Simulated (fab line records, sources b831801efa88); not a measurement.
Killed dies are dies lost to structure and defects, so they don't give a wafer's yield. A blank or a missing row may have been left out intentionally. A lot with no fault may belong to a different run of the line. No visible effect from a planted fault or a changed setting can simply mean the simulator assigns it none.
fab line records	flow sky130
[record] lots = 12	wafers = 36	last_day = 50
route steps=708 shown RES_PROTECT@215 POLY_GATE@229 LDD_P@264 LDD_HVN@276 PAD_OPEN@708
lots that met no fault: from a run of the same line without faults
start_h: start of the lot's first displayed wafer, in hours after the record's first day	wait_h: hours elapsed since this lot's preceding step	" repeats the value in the row above	L1.1+2: several wafers, shown together as one row	- either no value or no given start	* or withheld: withheld	< > ~ a bound
route shown NAME@n: NAME is a module with steps in the file, n the number in the route of the first one	usual: mean and standard deviation over wafers with no fault	same: alike in all rows	chamber/n: place in a boat	sites: readings site by site	_std_site: the values' standard deviation	_edge_site: the outer-site mean with the inner-site mean subtracted	radius_mm: for every site, how far away it sits from the centre of the wafer	mask NAME#n: copy n	behind: tool/chamber where the wafer was last shaped	hold: why the lot went on hold/how many hours it stayed there/how the hold came to an end	device: transistor that didn't switch, given as n, p or np	end of line: the same wafers' tests at the end of the route	where a step has no rows: the recipe by itself	killed: count of dies lost to structure and defects at first sort (not the wafer's yield)	map: a wafer's dies, marking killed ones x, the rest . and places with no die _
set.NAME: the setting the step ran with; set.NAME@STEP: the setting that earlier step ran with	model.NAME: the simulator's own value behind a step, which no gauge read
a sample of lots followed through the steps of the route, with each step as a table and each wafer as a row
services: when a tool's chamber went out of use (start_h, in hours from the record's first day, below 0 if earlier), for how many hours, and the reason
[[steps]]
[step SKY_RES_PROTECT_TW_MEAS_08]
[usual] POLY_GATE_TW = 4050/36
lot.wafer	tool	chamber	start_h	wait_h	POLY_GATE_TW
L533.1	film_metro-03	-	340.27	0.1	4010
L533.2	"	-	"	"	3983
L533.6	"	-	"	"	3993
L534.1	film_metro-02	-	348.38	0.1	4057
L534.2	"	-	"	"	4047
L534.6	"	-	"	"	4071
L535.1	film_metro-04	-	358.93	0.1	4059
L535.3	"	-	"	"	4028
L535.4	"	-	"	"	4057
L539.2	film_metro-02	-	396.39	0.1	4072
L539.5	"	-	"	"	4061
L539.6	"	-	"	"	4088
L540.2	film_metro-04	-	400.70	0.1	4034
L540.3	"	-	"	"	4022
L540.4	"	-	"	"	4027
L541.1	film_metro-04	-	432.02	0.1	4055
L541.2	"	-	"	"	4065
L541.5	"	-	"	"	4042
L547.1	film_metro-02	-	472.64	0.1	4101
L547.3	"	-	"	"	4114
L547.4	"	-	"	"	4104
L549.2	film_metro-04	-	481.78	0.1	4069
L549.4	"	-	"	"	4051
L549.6	"	-	"	"	4070
L548.2	film_metro-04	-	484.25	0.1	4076
L548.5	"	-	"	"	4079
L548.6	"	-	"	"	4064
L554.2	film_metro-02	-	525.85	0.1	4086
L554.3	"	-	"	"	4091
L554.6	"	-	"	"	4062
L555.2	film_metro-04	-	528.80	0.1	4067
L555.4	"	-	"	"	4065
L555.6	"	-	"	"	4098
L556.1	film_metro-04	-	535.32	0.1	4062
L556.2	"	-	"	"	4015
L556.6	"	-	"	"	4038
[step SKY_POLY_GATE_ETCH_15]
[recipe] chemistry = N2/H2	target = BARC	ion_energy_ev = 200	source_w = 500	bias_w = 100	pressure_mtorr = 30	n2_flow_sccm = 100	h2_flow_sccm = 200	stop_on = SiO2	time_s = 118.5	target_depth_a = 1100
[usual] bias_w = 100.0/0.32	drypump_motor_current_A = 5.8/0.41	oes_product_au = 0.717/0.0053	throttle_valve_pct = 13.212/0.0087
lot.wafer	tool	chamber	start_h	wait_h	bias_w	drypump_motor_current_A	oes_product_au	rf_hours_counter_h	throttle_valve_pct
L533.1	rie_diel-02	2	370.84	0.0	100.0	5.1	0.726	113	13.212
L533.2	"	3	"	"	99.6	5.5	0.722	16	13.224
L533.6	"	0	"	"	100.3	5.9	0.721	-	13.206
L534.1	rie_diel-04	2	381.84	0.0	99.8	5.8	0.718	28	13.211
L534.2	"	0	"	"	100.1	6.1	0.717	35	13.218
L534.6	"	2	"	"	99.9	5.8	0.718	-	13.208
L535.1	rie_diel-04	2	390.03	0.0	100.2	5.8	0.718	28	13.214
L535.3	"	0	"	"	99.3	6.1	0.720	35	13.216
L535.4	"	1	"	"	100.2	6.0	0.716	9	13.213
L539.2	rie_diel-02	3	428.23	0.0	100.1	5.5	0.717	17	13.205
L539.5	"	3	"	"	100.1	5.5	0.718	-	13.213
L539.6	"	1	"	"	99.7	5.5	0.717	-	13.195
L540.2	rie_diel-04	2	431.73	0.0	100.3	5.8	0.720	29	13.202
L540.3	"	1	"	"	100.0	6.0	0.723	9	13.215
L540.4	"	0	"	"	99.8	6.1	0.719	35	13.204
L541.1	rie_diel-01	2	465.54	0.0	99.7	5.0	0.722	17	13.200
L541.2	"	3	"	"	100.1	6.4	0.706	14	13.206
L541.5	"	3	"	"	100.3	6.3	0.718	-	13.215
L547.1	rie_diel-01	1	505.57	0.0	99.9	5.4	0.724	96	13.209
L547.3	"	2	"	"	99.7	5.0	0.718	18	13.227
L547.4	"	0	"	"	100.2	5.9	0.712	60	13.216
L549.2	rie_diel-01	3	514.24	0.0	99.8	6.4	0.711	15	13.206
L549.4	"	3	"	"	99.9	6.4	0.717	-	13.220
L549.6	"	2	"	"	100.7	5.0	0.725	-	13.206
L548.2	rie_diel-04	3	516.63	0.0	99.6	6.0	0.722	4	13.216
L548.5	"	3	"	"	99.4	6.0	0.716	-	13.206
L548.6	"	2	"	"	99.6	5.8	0.719	-	13.210
L554.2	rie_diel-04	2	557.33	0.0	100.7	5.9	0.719	31	13.211
L554.3	"	3	"	"	100.0	6.0	0.715	4	13.197
L554.6	"	1	"	"	100.4	6.0	0.720	-	13.208
L556.1	rie_diel-01	3	567.49	0.0	99.5	6.3	0.715	16	13.213
L556.2	"	0	"	"	100.3	5.9	0.723	61	13.201
L556.6	"	1	"	"	99.7	5.4	0.720	-	13.212
L555.2	rie_diel-04	2	567.49	0.0	99.7	5.8	0.717	31	13.200
L555.4	"	3	"	"	100.0	6.0	0.725	5	13.214
L555.6	"	0	"	"	100.4	6.1	0.707	-	13.215
[step SKY_LDD_P_IMPLANT_09]
[recipe] species = BF2	energy_kev = 25	dose_cm2 = 1e+13	tilt_deg = withheld
[usual] dose_ions_cm2 = 1.0001e+13/9.6e+09	faraday_current_uA = 56.6/1.1
lot.wafer	tool	chamber	start_h	wait_h	dose_ions_cm2	faraday_current_uA
L533.1	implanter-02	0	434.29	0.0	1.0011e+13	57.0
L533.2	"	0	"	"	1.0011e+13	56.6
L533.6	"	0	"	"	1.0004e+13	54.7
L534.1	implanter-02	0	444.97	0.0	1.0014e+13	57.8
L534.2	"	0	"	"	1.0013e+13	55.1
L534.6	"	0	"	"	1.0003e+13	57.9
L535.1	implanter-01	0	456.04	0.0	1.0005e+13	57.7
L535.3	"	0	"	"	9.996e+12	58.5
L535.4	"	0	"	"	1.0013e+13	56.5
L539.2	implanter-04	0	493.00	0.0	9.981e+12	55.0
L539.5	"	0	"	"	9.996e+12	56.5
L539.6	"	0	"	"	9.988e+12	56.2
L540.2	implanter-04	0	496.26	0.0	1.0016e+13	57.4
L540.3	"	0	"	"	1e+13	58.0
L540.4	"	0	"	"	9.992e+12	57.3
L541.1	implanter-02	0	529.94	0.0	9.996e+12	57.4
L541.2	"	0	"	"	9.991e+12	57.2
L541.5	"	0	"	"	1.0017e+13	57.8
L547.1	implanter-04	0	569.59	0.0	9.996e+12	54.9
L547.3	"	0	"	"	9.985e+12	57.6
L547.4	"	0	"	"	1.0005e+13	53.7
L549.2	implanter-02	0	576.81	0.0	1.5425e+13	86.7
L549.4	"	0	"	"	1.5423e+13	87.1
L549.6	"	0	"	"	1.5421e+13	86.3
L548.2	implanter-02	0	579.20	0.0	1.5428e+13	87.6
L548.5	"	0	"	"	1.544e+13	84.1
L548.6	"	0	"	"	1.5418e+13	90.4
L554.2	implanter-04	0	620.06	0.0	1.0012e+13	56.3
L554.3	"	0	"	"	1.0003e+13	55.3
L554.6	"	0	"	"	1.0008e+13	57.4
L555.2	implanter-04	0	628.66	0.0	9.995e+12	56.4
L555.4	"	0	"	"	1e+13	57.2
L555.6	"	0	"	"	1.0007e+13	58.2
L556.1	implanter-01	0	629.37	0.0	9.988e+12	55.4
L556.2	"	0	"	"	9.992e+12	56.5
L556.6	"	0	"	"	1.0007e+13	57.1
[step SKY_LDD_P_TW_MEAS_11]
[usual] LDD_P_TW = 633/7.4
lot.wafer	tool	chamber	start_h	wait_h	LDD_P_TW
L533.1	film_metro-03	-	434.54	0.1	633
L533.2	"	-	"	"	629
L533.6	"	-	"	"	627
L534.1	film_metro-01	-	445.22	0.1	636
L534.2	"	-	"	"	639
L534.6	"	-	"	"	636
L535.1	film_metro-03	-	456.29	0.1	626
L535.3	"	-	"	"	627
L535.4	"	-	"	"	630
L539.2	film_metro-02	-	493.23	0.1	644
L539.5	"	-	"	"	643
L539.6	"	-	"	"	645
L540.2	film_metro-01	-	496.49	0.1	633
L540.3	"	-	"	"	630
L540.4	"	-	"	"	631
L541.1	film_metro-01	-	530.19	0.1	634
L541.2	"	-	"	"	633
L541.5	"	-	"	"	630
L547.1	film_metro-03	-	569.84	0.1	626
L547.3	"	-	"	"	629
L547.4	"	-	"	"	629
L549.2	film_metro-03	-	577.05	0.1	717
L549.4	"	-	"	"	723
L549.6	"	-	"	"	719
L548.2	film_metro-02	-	579.43	0.1	738
L548.5	"	-	"	"	739
L548.6	"	-	"	"	743
L554.2	film_metro-01	-	620.30	0.1	635
L554.3	"	-	"	"	635
L554.6	"	-	"	"	636
L555.2	film_metro-01	-	628.89	0.1	635
L555.4	"	-	"	"	633
L555.6	"	-	"	"	636
L556.1	film_metro-02	-	629.62	0.1	647
L556.2	"	-	"	"	649
L556.6	"	-	"	"	648
[step SKY_LDD_HVN_STRIP_09]
[recipe] chemistry = O2/N2	power_w = 1400	pressure_mtorr = 1500	platen_temp_c = withheld	o2_flow_sccm = 3000	n2_flow_sccm = 300	overash_fraction = 0.5
[usual] drypump_motor_current_A = 5.39/0.28	oes_product_au = 0.408/0.0041	strip_time_to_endpoint_s = 4.132/0.015
lot.wafer	tool	chamber	start_h	wait_h	drypump_motor_current_A	oes_product_au	rf_hours_counter_h	strip_time_to_endpoint_s
L533.1	plasma_asher-04	1	465.01	0.1	5.63	0.410	66	4.137
L533.2	"	0	"	"	5.09	0.413	66	4.140
L533.6	"	0	"	"	5.07	0.411	-	4.113
L534.1	plasma_asher-04	1	476.02	0.1	5.63	0.405	67	4.135
L534.2	"	0	"	"	5.10	0.412	67	4.116
L534.6	"	0	"	"	5.08	0.402	-	4.142
L535.1	plasma_asher-02	0	487.25	0.1	5.13	0.409	79	4.106
L535.3	"	1	"	"	5.89	0.409	-	4.121
L535.4	"	0	"	"	5.14	0.408	-	4.135
L539.2	plasma_asher-04	1	523.90	0.1	5.66	0.402	72	4.123
L539.5	"	0	"	"	5.08	0.409	-	4.131
L539.6	"	1	"	"	5.65	0.407	-	4.113
L540.2	plasma_asher-04	0	526.96	0.1	5.08	0.402	73	4.130
L540.3	"	0	"	"	5.08	0.411	-	4.116
L540.4	"	1	"	"	5.64	0.406	-	4.134
L541.1	plasma_asher-02	0	560.45	0.1	5.14	0.413	86	4.137
L541.2	"	1	"	"	5.89	0.404	86	4.125
L541.5	"	1	"	"	5.87	0.409	-	4.119
L547.1	plasma_asher-01	0	599.45	0.1	5.54	0.403	16	4.155
L547.3	"	0	"	"	5.55	0.407	-	4.127
L547.4	"	1	"	"	5.19	0.407	-	4.151
L549.2	plasma_asher-01	1	606.31	0.1	5.21	0.411	17	4.134
L549.4	"	1	"	"	5.20	0.408	-	4.126
L549.6	"	1	"	"	5.19	0.413	-	4.129
L548.2	plasma_asher-04	0	608.37	0.1	5.06	0.403	81	4.137
L548.5	"	0	"	"	5.07	0.403	-	4.109
L548.6	"	1	"	"	5.68	0.409	-	4.117
L554.2	plasma_asher-01	1	649.25	0.1	5.21	0.409	21	4.167
L554.3	"	1	"	"	5.19	0.411	-	4.158
L554.6	"	1	"	"	5.21	0.414	-	4.134
L555.2	plasma_asher-04	1	657.57	0.1	5.64	0.418	86	4.110
L555.4	"	0	"	"	5.06	0.408	-	4.106
L555.6	"	0	"	"	5.09	0.404	-	4.097
L556.1	plasma_asher-04	0	658.66	0.1	5.08	0.406	86	4.118
L556.2	"	1	"	"	5.65	0.406	86	4.159
L556.6	"	0	"	"	5.05	0.407	-	4.131
[step SKY_PAD_OPEN_PROBE_99]
[usual] killed_at_M0_to_M3 = 44/7.3	killed_at_M4_up = 3.3/1.8	killed_at_contacts = 24/5.3	killed_at_front_end = 16/5	killed_at_other = 0.2/0.51	killed_dies = 87/10	killed_open = 47/7.5	killed_short = 40/6.3
[same] gross_dies = 492	killed_at_back_side = 0
lot.wafer	tool	chamber	start_h	wait_h	killed_at_M0_to_M3	killed_at_M4_up	killed_at_contacts	killed_at_front_end	killed_at_other	killed_dies	killed_open	killed_short
L540.2	prober-02	-	1120.45	0.1	41	1	30	23	1	96	57	39
L540.3	prober-02	-	1120.50	0.2	43	7	25	19	0	94	54	40
L540.4	prober-02	-	1120.55	0.2	53	2	18	18	0	91	58	33
L539.2	prober-01	-	1121.34	0.1	41	4	28	11	1	85	47	38
L539.5	prober-01	-	1121.49	0.2	39	3	21	17	0	80	43	37
L539.6	prober-01	-	1121.54	0.2	33	3	22	18	0	76	44	32
L541.1	prober-02	-	1142.20	0.1	43	1	30	15	0	89	47	42
L541.2	prober-02	-	1142.25	0.1	54	3	24	13	0	94	42	52
L541.5	prober-02	-	1142.40	0.2	42	0	19	12	0	73	41	32
L547.1	prober-02	-	1167.45	0.1	48	4	23	20	0	95	50	45
L547.3	prober-02	-	1167.55	0.2	46	8	21	14	2	91	43	48
L547.4	prober-02	-	1167.60	0.2	50	5	18	23	0	96	50	46
L555.2	prober-02	-	1200.61	0.1	45	2	30	24	1	102	51	51
L555.4	prober-02	-	1200.71	0.2	45	2	30	19	0	96	61	35
L555.6	prober-02	-	1200.81	0.2	61	3	21	26	0	111	62	49
// killed by level:class
L540.2 CONTACT:geometric_particle:open=13 VIA3:geometric_particle:open=12 VIA1:geometric_particle:open=10 FIELD_ISO:geometric_particle:open=7 VIA1:geometric_particle:short=7 CONTACT:geometric_particle:short=5 FIELD_ISO:geometric_particle:short=4 POLY_GATE:geometric_particle:open=4
L540.3 VIA1:geometric_particle:open=15 LI_CONTACT:geometric_particle:open=8 CONTACT:geometric_particle:open=7 CONTACT:geometric_particle:short=7 FIELD_ISO:geometric_particle:short=5 METAL2:geometric_particle:short=5 VIA3:geometric_particle:open=5 POLY_GATE:geometric_particle:short=4
L540.4 VIA1:geometric_particle:open=15 FIELD_ISO:geometric_particle:open=10 CONTACT:geometric_particle:open=10 VIA3:geometric_particle:open=9 VIA2:geometric_particle:short=6 METAL1:geometric_particle:short=5 METAL2:geometric_particle:short=5 VIA2:geometric_particle:open=5
L539.2 CONTACT:geometric_particle:open=10 VIA2:geometric_particle:open=9 LOCAL_INTERCONNECT:geometric_particle:short=7 VIA3:geometric_particle:open=7 FIELD_ISO:geometric_particle:short=5 VIA1:geometric_particle:open=5 METAL1:geometric_particle:short=4 LI_CONTACT:geometric_particle:short=4
L539.5 VIA1:geometric_particle:open=9 CONTACT:geometric_particle:open=7 VIA3:geometric_particle:open=7 FIELD_ISO:geometric_particle:short=5 VIA2:geometric_particle:open=5 FIELD_ISO:geometric_particle:open=4 LI_CONTACT:geometric_particle:open=4 LOCAL_INTERCONNECT:geometric_particle:short=4
L539.6 CONTACT:geometric_particle:open=9 VIA1:geometric_particle:open=6 FIELD_ISO:geometric_particle:open=5 VIA3:geometric_particle:open=5 LI_CONTACT:geometric_particle:open=4 LOCAL_INTERCONNECT:geometric_particle:short=4 CONTACT:geometric_particle:short=4 METAL2:geometric_particle:short=4
L541.1 CONTACT:geometric_particle:open=11 VIA1:geometric_particle:open=9 LI_CONTACT:geometric_particle:open=7 METAL2:geometric_particle:short=7 VIA1:geometric_particle:short=7 VIA2:geometric_particle:open=6 CONTACT:geometric_particle:short=6 FIELD_ISO:geometric_particle:short=5
L541.2 VIA1:geometric_particle:open=13 CONTACT:geometric_particle:open=8 VIA1:geometric_particle:short=8 METAL2:geometric_particle:short=8 METAL1:geometric_particle:short=6 VIA3:geometric_particle:open=6 FIELD_ISO:geometric_particle:short=5 POLY_GATE:geometric_particle:short=4
L541.5 VIA1:geometric_particle:open=8 VIA2:geometric_particle:open=8 VIA3:geometric_particle:open=8 CONTACT:geometric_particle:open=7 CONTACT:geometric_particle:short=6 POLY_GATE:geometric_particle:short=5 METAL2:geometric_particle:short=4 POLY_GATE:geometric_particle:open=4
L547.1 METAL2:geometric_particle:short=11 CONTACT:geometric_particle:open=10 METAL1:geometric_particle:short=9 VIA1:geometric_particle:open=8 VIA2:geometric_particle:open=8 FIELD_ISO:geometric_particle:open=7 LI_CONTACT:geometric_particle:open=5 FIELD_ISO:geometric_particle:short=4
L547.3 VIA1:geometric_particle:open=11 VIA3:geometric_particle:open=7 METAL1:geometric_particle:short=6 METAL4:geometric_particle:short=6 LI_CONTACT:geometric_particle:short=5 CONTACT:geometric_particle:short=5 VIA2:geometric_particle:open=5 CONTACT:geometric_particle:open=4
L547.4 VIA1:geometric_particle:open=12 CONTACT:geometric_particle:open=9 METAL1:geometric_particle:short=6 METAL2:geometric_particle:short=6 FIELD_ISO:geometric_particle:short=5 POLY_GATE:geometric_particle:short=5 LI_CONTACT:geometric_particle:open=5 VIA2:geometric_particle:open=5
L555.2 LI_CONTACT:geometric_particle:open=11 VIA1:geometric_particle:short=11 VIA1:geometric_particle:open=11 FIELD_ISO:geometric_particle:short=9 CONTACT:geometric_particle:open=9 VIA3:geometric_particle:open=7 METAL1:geometric_particle:short=6 FIELD_ISO:geometric_particle:open=5
L555.4 VIA1:geometric_particle:open=16 CONTACT:geometric_particle:open=13 METAL2:geometric_particle:short=6 VIA2:geometric_particle:open=6 POLY_GATE:geometric_particle:open=5 CONTACT:geometric_particle:short=5 FIELD_ISO:geometric_particle:open=4 POLY_GATE:geometric_particle:short=4
L555.6 VIA2:geometric_particle:open=10 VIA1:geometric_particle:open=10 VIA3:geometric_particle:open=9 FIELD_ISO:geometric_particle:open=8 LI_CONTACT:geometric_particle:open=8 CONTACT:geometric_particle:open=8 METAL3:geometric_particle:short=7 METAL1:geometric_particle:short=6
[[services]]
tool	chamber	start_h	hours	kind
rie_diel-04	-	360.36	0.2	repair
plasma_asher-04	-	370.96	1.8	repair
implanter-01	-	375.27	2.4	repair
implanter-04	-	383.16	4.7	repair
rie_diel-01	0	397.10	27.6	repair
rie_diel-02	0	412.30	26.1	repair
implanter-04	-	415.00	5.0	repair
implanter-04	-	419.22	2.2	repair
plasma_asher-01	-	421.25	9.0	pm
rie_diel-04	-	421.90	2.5	repair
rie_diel-04	-	426.63	2.8	pm
rie_diel-02	0	442.29	1.6	repair
rie_diel-02	-	458.11	0.9	repair
implanter-04	-	468.53	6.7	repair
rie_diel-01	1	507.13	4.6	repair
rie_diel-01	0	513.55	8.1	repair
rie_diel-01	2	542.34	4.2	repair
implanter-02	-	553.24	4.6	pm
plasma_asher-01	-	559.42	6.5	repair
rie_diel-04	3	562.21	2.6	repair
rie_diel-01	-	585.16	2.8	pm
plasma_asher-01	-	650.34	3.3	repair
rie_diel-04	-	654.24	0.7	repair
rie_diel-01	-	654.48	0.4	repair
[[key]]
[first_sign] step = SKY_LDD_P_IMPLANT_09	reading = dose_ions_cm2	direction = up	sigmas = 99+	usual = *	struck = *
[effect] step = SKY_LDD_P_IMPLANT_09	reading = faraday_current_uA	direction = up	sigmas = 27	usual = 56.6	struck = 87.0
[effect] step = SKY_LDD_P_TW_MEAS_11	reading = LDD_P_TW	direction = up	sigmas = 13	usual = 633	struck = 730
met_at SKY_LDD_P_IMPLANT_09
struck_lots L548,L549
tester_left_out L548,L549
not_acting_at SKY_RES_PROTECT_TW_MEAS_08,SKY_POLY_GATE_ETCH_15,SKY_LDD_HVN_STRIP_09
onset_between 529.94 576.81
[fault] kind = process_parameter_drift	tool = implanter-02	chamber = -	onset_h = 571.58	steps = SKY_LDD_P_IMPLANT_09	channel = dose_cm2	offset = *	shape = step	end_h = 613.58	acts_in = *	stated = *
// tester_left_out: of these lots the tester's yield and bins aren't shown, on N5 and GAA mostly nor the transistor test; their killed dies are dies lost to structure and defects alone, not to doping, threshold or leakage, so they don't give the yield
